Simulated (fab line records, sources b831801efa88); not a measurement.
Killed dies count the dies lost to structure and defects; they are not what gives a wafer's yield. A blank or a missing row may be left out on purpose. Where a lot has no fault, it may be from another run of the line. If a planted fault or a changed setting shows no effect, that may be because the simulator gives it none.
Struck lot and sound lot, side by side ; flow gf180mcu ; 15 out of 602 route steps
Sound: wafers L765.1, L765.2, L765.3. Struck: wafers L755.2, L755.3, L755.4. At the end, the cause is stated.
Per side, at each step with rows, come the tool, then ch with its chambers, and then its first start. Under that, the readings that differ: sound wafers ; struck wafers ; difference of the means ; sigmas: that difference in standard deviations of wafers without a fault.
alike: readings whose means differ by less than 2 such deviations, and words and numbers that are the same on both sides. not compared: withheld readings, readings that some wafer has no value for, bounds like >300 that may hide the same value, and numbers for which the record gives no deviation and whose values overlap.
Wherever a step has rows on one side only, a row that says differs or no value, or a row with sigmas, the two part there. When numbers do not overlap yet have no deviation, they are printed without sigmas and do not part them. A reading missing from all wafers of one side parts the sides only when that side holds two or more wafers.

first, 1 step without rows for these wafers: GF_SALICIDE_WET_ETCH_07 (etches the open film in SPM, target depth 120 nm).
GF_SALICIDE_RTA_08: time 30 s.
  sound on rtpAnneal-01 ch 0, day 21 08:19; struck on rtpAnneal-02 ch 0, day 17 10:21
reading;sound;struck;difference;sigmas
lampPowerPct (%);17.4 17.4 17.4;19.1 19.1 19.1;+1.7;+2
  alike: wafer_temp_C_max
then, 1 step without rows for these wafers: GF_CONTACT_CVD_00 (deposits SiO2, target thk 300 nm, time 50 s).
GF_CONTACT_THK_MEAS_01:
  struck on filmMetro-02, day 17 10:29; sound on filmMetro-03, day 21 08:28
  alike: CONTACT_CVD_00_THK
GF_CONTACT_CVD_02: deposits SiO2 from TEOS, target thk 860 nm, time 95.992 s.
  sound on pecvd-04 ch 0,1,2, day 21 08:31; struck on pecvd-04 ch 0,1,2, day 17 10:32
  alike: heaterPowerW, susceptorTempC
GF_CONTACT_THK_MEAS_03:
  struck on filmMetro-03, day 17 10:37; sound on filmMetro-04, day 21 08:35
  alike: CONTACT_CVD_02_THK
GF_CONTACT_CMP_04: polishes SiO2.
  sound on cmp-02 ch 1,2,3, day 21 08:42; struck on cmp-01 ch 0,2,3, day 17 10:40
  alike: motorCurrentA, timeToEndpointS
GF_CONTACT_BOW_MEAS_05:
  struck on filmMetro-02, day 17 10:59; sound on filmMetro-03, day 21 08:57
  alike: CONTACT_BOW
then, 4 steps without rows for these wafers: GF_CONTACT_DEHYDRATE_06 (time 60 s); GF_CONTACT_HMDS_07 (prime time 60 s); GF_CONTACT_COAT_08; GF_CONTACT_COAT_09 (resist thk 1000 nm).
GF_CONTACT_SOFTBAKE_10: time 60 s.
  sound on lithoTrack-03 ch 0, day 21 20:00; struck on lithoTrack-04 ch 0, day 17 22:00
reading;sound;struck;difference;sigmas
heaterPowerTotalW (W);93.05 93.02 93.05;94.18 94.21 94.32;+1.20;+21
runLengthS (s);89.11 89.11 89.05;87.23 87.45 87.27;-1.77;-15
  alike: resistLineTempC
then, 1 step without rows for these wafers: GF_CONTACT_EXPOSE_11 (exposes mask Contact, target cd 220 nm).
GF_PASSIVATION_PROBE_99:
  the record holds rows for the sound wafers here (prober-02, day 33 15:44) but none for the struck ones

## WHERE THEY PART
At GF_SALICIDE_RTA_08 first; at GF_PASSIVATION_PROBE_99 last (within this record only).

WHY: whatever the simulator had introduced
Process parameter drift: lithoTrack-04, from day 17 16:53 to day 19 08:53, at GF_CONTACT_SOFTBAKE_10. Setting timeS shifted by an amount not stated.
